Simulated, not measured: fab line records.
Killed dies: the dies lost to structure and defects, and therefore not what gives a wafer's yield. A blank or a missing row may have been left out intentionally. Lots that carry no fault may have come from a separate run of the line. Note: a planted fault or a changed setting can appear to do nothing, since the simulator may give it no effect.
fab line records | flow sky130 | part 2 of 2: steps 29 to 38 of 38
[record] lots = 5 | wafers = 15 | last_day = 50
route steps=708 shown VT_ADJUST_LVTN@109 VT_ADJUST_NCORE@119 VT_ADJUST_HVTR@131 VT_ADJUST_PCH@143
lots that met no fault: taken from a fault-free run of the same line
start_h: start of the lot's first displayed wafer, in hours after the record's first day | wait_h: hours from the lot's prior step to this one | " same as the row above | L1.1+2: several wafers, shown together as one row | - either no value or no given start | * or withheld: withheld | < > ~ a bound
route shown NAME@n: names a module that has steps shown in the file, with the first one's number in the route | usual: mean/standard deviation of fault-free wafers | same: alike in all rows | chamber/n: place in a boat | sites: per-site readings | _std_site: how widely they spread, as a standard deviation | _edge_site: the outer-site mean with the inner-site mean subtracted | radius_mm: for every site, how far away it sits from the centre of the wafer | mask NAME#n: copy n | behind: the most recent tool/chamber to have shaped the wafer | hold: why the lot went on hold/how many hours it stayed there/how the hold came to an end | device: which transistor (n, p or np) failed to switch | end of line: the same wafers' tests at the end of the route | a step without rows: its recipe alone | killed: not the wafer's yield, but the dies lost to structure and defects at the first sort | map: a wafer's dies, x killed, . not, _ none there
set.NAME: setting as actually run; set.NAME@STEP: the setting as run at that earlier step | model.NAME: the simulator's own value behind a step, which no gauge read
certain route steps with their lots: each step a table, each wafer a row
services: a tool's chamber out of use, with start hour (start_h, from the record's first day; less than 0 if before it), hours out, and reason
[[steps]]
[step SKY_VT_ADJUST_HVTR_DEVELOP_06]
[recipe] develop_time_s = 60 | dev_temp_c = 23
lot.wafer  | tool           | chamber | start_h | wait_h
L075.1+5+6 | litho_track-02 | 0       | 210.44  | 0.1
L079.2+4+5 | litho_track-04 | 0       | 239.35  | 0.1
L087.1+2+5 | litho_track-04 | 0       | 299.37  | 0.1
L089.1+2+3 | litho_track-04 | 0       | 311.32  | 0.1
L096.1+2+6 | litho_track-02 | 0       | 365.54  | 0.1
[step SKY_VT_ADJUST_HVTR_CD_MEAS_07]
[recipe] target_cd_nm = 380
[usual] cd_nm = 380.3/2.8
lot.wafer | tool      | chamber | start_h | wait_h | cd_nm
L075.1    | cd_sem-02 | -       | 210.59  | 0.1    | 383.5
L075.5    | "         | -       | "       | "      | 384.0
L075.6    | "         | -       | "       | "      | 384.1
L079.2    | cd_sem-02 | -       | 239.49  | 0.1    | 378.1
L079.4    | "         | -       | "       | "      | 379.6
L079.5    | "         | -       | "       | "      | 382.1
L087.1    | cd_sem-02 | -       | 299.52  | 0.1    | 378.9
L087.2    | "         | -       | "       | "      | 376.3
L087.5    | "         | -       | "       | "      | 379.1
L089.1    | cd_sem-02 | -       | 311.47  | 0.1    | 381.0
L089.2    | "         | -       | "       | "      | 378.8
L089.3    | "         | -       | "       | "      | 382.6
L096.1    | cd_sem-01 | -       | 365.69  | 0.1    | 385.3
L096.2    | "         | -       | "       | "      | 385.2
L096.6    | "         | -       | "       | "      | 383.3
[step SKY_VT_ADJUST_HVTR_OVL_MEAS_08]
[usual] VT_ADJUST_HVTR_OVL = -0.2/1.3
lot.wafer | tool       | chamber | start_h | wait_h | VT_ADJUST_HVTR_OVL[nm]
L075.1    | overlay-01 | -       | 210.71  | 0.1    | -0.3
L075.5    | "          | -       | "       | "      | -1.3
L075.6    | "          | -       | "       | "      | -0.3
L079.2    | overlay-02 | -       | 239.60  | 0.1    | 1.2
L079.4    | "          | -       | "       | "      | -2.0
L079.5    | "          | -       | "       | "      | 0.6
L087.1    | overlay-02 | -       | 299.64  | 0.1    | 0.0
L087.2    | "          | -       | "       | "      | -1.0
L087.5    | "          | -       | "       | "      | -2.6
L089.1    | overlay-01 | -       | 311.59  | 0.1    | 0.5
L089.2    | "          | -       | "       | "      | 0.5
L089.3    | "          | -       | "       | "      | -1.0
L096.1    | overlay-01 | -       | 365.81  | 0.1    | 0.6
L096.2    | "          | -       | "       | "      | 0.8
L096.6    | "          | -       | "       | "      | -0.6
[step SKY_VT_ADJUST_HVTR_IMPLANT_09]
[recipe] species = B | energy_kev = 10 | dose_cm2 = 2.1e+12 | tilt_deg = withheld
[usual] end_station_pressure_torr = 5e-06/2.3e-07
[same] implant_ion_amu = 11
lot.wafer | tool         | chamber | start_h | wait_h | end_station_pressure_torr
L075.1    | implanter-02 | 0       | 210.75  | 0.0    | 4.78e-06
L075.5    | "            | 0       | "       | "      | 4.96e-06
L075.6    | "            | 0       | "       | "      | 5.07e-06
L079.2    | implanter-02 | 0       | 239.65  | 0.0    | 5.15e-06
L079.4    | "            | 0       | "       | "      | 4.97e-06
L079.5    | "            | 0       | "       | "      | 5e-06
L087.1    | implanter-01 | 0       | 299.68  | 0.0    | 4.81e-06
L087.2    | "            | 0       | "       | "      | 4.86e-06
L087.5    | "            | 0       | "       | "      | 4.96e-06
L089.1    | implanter-02 | 0       | 311.63  | 0.0    | 4.53e-06
L089.2    | "            | 0       | "       | "      | 5.07e-06
L089.3    | "            | 0       | "       | "      | 5.43e-06
L096.1    | implanter-01 | 0       | 365.85  | 0.0    | 5.34e-06
L096.2    | "            | 0       | "       | "      | 4.6e-06
L096.6    | "            | 0       | "       | "      | 4.96e-06
[step SKY_VT_ADJUST_HVTR_STRIP_10]
[recipe] chemistry = O2/N2 | power_w = 1400 | pressure_mtorr = 1500 | platen_temp_c = withheld | o2_flow_sccm = 3000 | n2_flow_sccm = 300 | overash_fraction = 0.5
[usual] drypump_motor_current_A = 5.9/0.42 | o2_flow_sccm = 2999/8.9 | oes_product_au = 0.716/0.0046 | strip_time_to_endpoint_s = 14.13/0.045
lot.wafer | tool            | chamber | start_h | wait_h | drypump_motor_current_A | o2_flow_sccm | oes_product_au | rf_hours_counter_h | strip_time_to_endpoint_s
L075.1    | plasma_asher-01 | 1       | 210.90  | 0.1    | 5.9                     | 2998         | 0.717          | 10                 | 14.19
L075.5    | "               | 1       | "       | "      | 5.9                     | 2990         | 0.714          | -                  | 14.17
L075.6    | "               | 0       | "       | "      | 5.7                     | 2999         | 0.719          | -                  | 14.16
L079.2    | plasma_asher-01 | 1       | 239.78  | 0.1    | 5.9                     | 3014         | 0.713          | 13                 | 14.14
L079.4    | "               | 1       | "       | "      | 5.9                     | 3019         | 0.719          | -                  | 14.13
L079.5    | "               | 1       | "       | "      | 5.9                     | 2998         | 0.709          | -                  | 14.14
L087.1    | plasma_asher-01 | 0       | 299.83  | 0.1    | 5.7                     | 2988         | 0.721          | 19                 | 14.13
L087.2    | "               | 1       | "       | "      | 5.9                     | 2996         | 0.713          | 19                 | 14.21
L087.5    | "               | 0       | "       | "      | 5.7                     | 3005         | 0.716          | -                  | 14.11
L089.1    | plasma_asher-03 | 0       | 311.78  | 0.1    | 6.1                     | 2991         | 0.717          | 59                 | 14.08
L089.2    | "               | 1       | "       | "      | 6.4                     | 3014         | 0.716          | 59                 | 14.10
L089.3    | "               | 0       | "       | "      | 6.1                     | 2993         | 0.716          | -                  | 14.04
L096.1    | plasma_asher-04 | 0       | 366.00  | 0.1    | 5.0                     | 3008         | 0.725          | 56                 | 14.06
L096.2    | "               | 1       | "       | "      | 5.5                     | 3004         | 0.715          | 56                 | 14.03
L096.6    | "               | 1       | "       | "      | 5.5                     | 3001         | 0.705          | -                  | 14.06
[step SKY_VT_ADJUST_HVTR_TW_MEAS_11]
[usual] VT_ADJUST_HVTR_TW = 209.6/2.4
lot.wafer | tool          | chamber | start_h | wait_h | VT_ADJUST_HVTR_TW
L075.1    | film_metro-03 | -       | 211.00  | 0.1    | 209.9
L075.5    | "             | -       | "       | "      | 209.2
L075.6    | "             | -       | "       | "      | 209.5
L079.2    | film_metro-03 | -       | 239.89  | 0.1    | 209.7
L079.4    | "             | -       | "       | "      | 209.7
L079.5    | "             | -       | "       | "      | 208.8
L087.1    | film_metro-03 | -       | 299.93  | 0.1    | 210.8
L087.2    | "             | -       | "       | "      | 210.4
L087.5    | "             | -       | "       | "      | 210.3
L089.1    | film_metro-02 | -       | 311.88  | 0.1    | 207.2
L089.2    | "             | -       | "       | "      | 206.5
L089.3    | "             | -       | "       | "      | 204.7
L096.1    | film_metro-03 | -       | 366.10  | 0.1    | 209.1
L096.2    | "             | -       | "       | "      | 209.5
L096.6    | "             | -       | "       | "      | 210.8
[step SKY_VT_ADJUST_PCH_DEHYDRATE_00]
[recipe] temp_c = 200 | time_s = 60
[usual] heater_power_total_W = 160.35/0.12
lot.wafer | tool           | chamber | start_h | wait_h | heater_power_total_W
L075.1    | litho_track-04 | 0       | 221.42  | 10.4   | 160.38
L075.5    | "              | 0       | "       | "      | 160.22
L075.6    | "              | 0       | "       | "      | 160.13
L079.2    | litho_track-01 | 0       | 251.02  | 11.1   | 160.58
L079.4    | "              | 0       | "       | "      | 160.38
L079.5    | "              | 0       | "       | "      | 160.25
L087.1    | litho_track-01 | 0       | 312.10  | 12.2   | 160.19
L087.2    | "              | 0       | "       | "      | 160.46
L087.5    | "              | 0       | "       | "      | 160.29
L089.1    | litho_track-04 | 0       | 325.07  | 13.2   | 160.57
L089.2    | "              | 0       | "       | "      | 160.34
L089.3    | "              | 0       | "       | "      | 160.45
L096.1    | litho_track-03 | 0       | 380.14  | 14.0   | 160.46
L096.2    | "              | 0       | "       | "      | 160.29
L096.6    | "              | 0       | "       | "      | 160.27
[step SKY_VT_ADJUST_PCH_HMDS_01]
[recipe] prime_time_s = 60 | prime_temp_c = 120
lot.wafer  | tool           | chamber | start_h | wait_h
L075.1+5+6 | litho_track-04 | 0       | 221.57  | 0.1
L079.2+4+5 | litho_track-01 | 0       | 251.17  | 0.1
L087.1+2+5 | litho_track-01 | 0       | 312.25  | 0.1
L089.1+2+3 | litho_track-04 | 0       | 325.22  | 0.1
L096.1+2+6 | litho_track-03 | 0       | 380.29  | 0.1
[step SKY_VT_ADJUST_PCH_COAT_02]
[recipe] spin_rpm = 2000 | resist_thk_nm = 3000
lot.wafer  | tool           | chamber | start_h | wait_h
L075.1+5+6 | litho_track-04 | 0       | 221.72  | 0.1
L079.2+4+5 | litho_track-01 | 0       | 251.32  | 0.1
L087.1+2+5 | litho_track-01 | 0       | 312.40  | 0.1
L089.1+2+3 | litho_track-04 | 0       | 325.37  | 0.1
L096.1+2+6 | litho_track-03 | 0       | 380.44  | 0.1
[step SKY_VT_ADJUST_PCH_SOFTBAKE_03]
[recipe] temp_c = 110 | time_s = withheld
[usual] heater_power_total_W = 65.32/0.13
lot.wafer | tool           | chamber | start_h | wait_h | heater_power_total_W
L075.1    | litho_track-04 | 0       | 221.87  | 0.1    | 65.14
L075.5    | "              | 0       | "       | "      | 65.26
L075.6    | "              | 0       | "       | "      | 65.50
L079.2    | litho_track-01 | 0       | 251.48  | 0.1    | 65.17
L079.4    | "              | 0       | "       | "      | 65.47
L079.5    | "              | 0       | "       | "      | 65.40
L087.1    | litho_track-01 | 0       | 312.55  | 0.1    | 65.26
L087.2    | "              | 0       | "       | "      | 65.50
L087.5    | "              | 0       | "       | "      | 65.45
L089.1    | litho_track-04 | 0       | 325.52  | 0.1    | 65.40
L089.2    | "              | 0       | "       | "      | 65.45
L089.3    | "              | 0       | "       | "      | 65.33
L096.1    | litho_track-03 | 0       | 380.59  | 0.1    | 65.13
L096.2    | "              | 0       | "       | "      | 65.27
L096.6    | "              | 0       | "       | "      | 65.40
[[services]]
tool             | chamber | start_h | hours | kind
plasma_asher-03  | -       | 136.41  | 10.1  | repair
iline_stepper-01 | -       | 136.92  | 2.1   | pm
implanter-02     | -       | 149.04  | 1.9   | repair
implanter-02     | -       | 155.78  | 9.3   | repair
iline_stepper-01 | -       | 184.89  | 11.3  | repair
implanter-04     | -       | 184.97  | 1.8   | pm
plasma_asher-04  | -       | 193.66  | 5.1   | repair
iline_stepper-02 | -       | 196.21  | 1.7   | pm
plasma_asher-03  | -       | 214.73  | 5.4   | repair
implanter-03     | -       | 214.97  | 2.8   | repair
implanter-03     | -       | 229.22  | 2.8   | repair
implanter-04     | -       | 241.23  | 9.9   | repair
implanter-04     | -       | 255.79  | 1.3   | repair
plasma_asher-01  | -       | 269.37  | 3.2   | repair
plasma_asher-04  | -       | 285.30  | 14.6  | pm
implanter-03     | -       | 287.56  | 0.5   | repair
iline_stepper-01 | -       | 287.80  | 1.7   | pm
implanter-02     | -       | 292.84  | 2.2   | repair
implanter-04     | -       | 295.59  | 0.8   | repair
iline_stepper-01 | -       | 300.71  | 3.3   | repair
plasma_asher-01  | -       | 334.71  | 2.2   | repair
iline_stepper-02 | -       | 336.88  | 4.4   | pm
implanter-02     | -       | 341.40  | 0.9   | repair
iline_stepper-02 | -       | 360.04  | 2.1   | pm
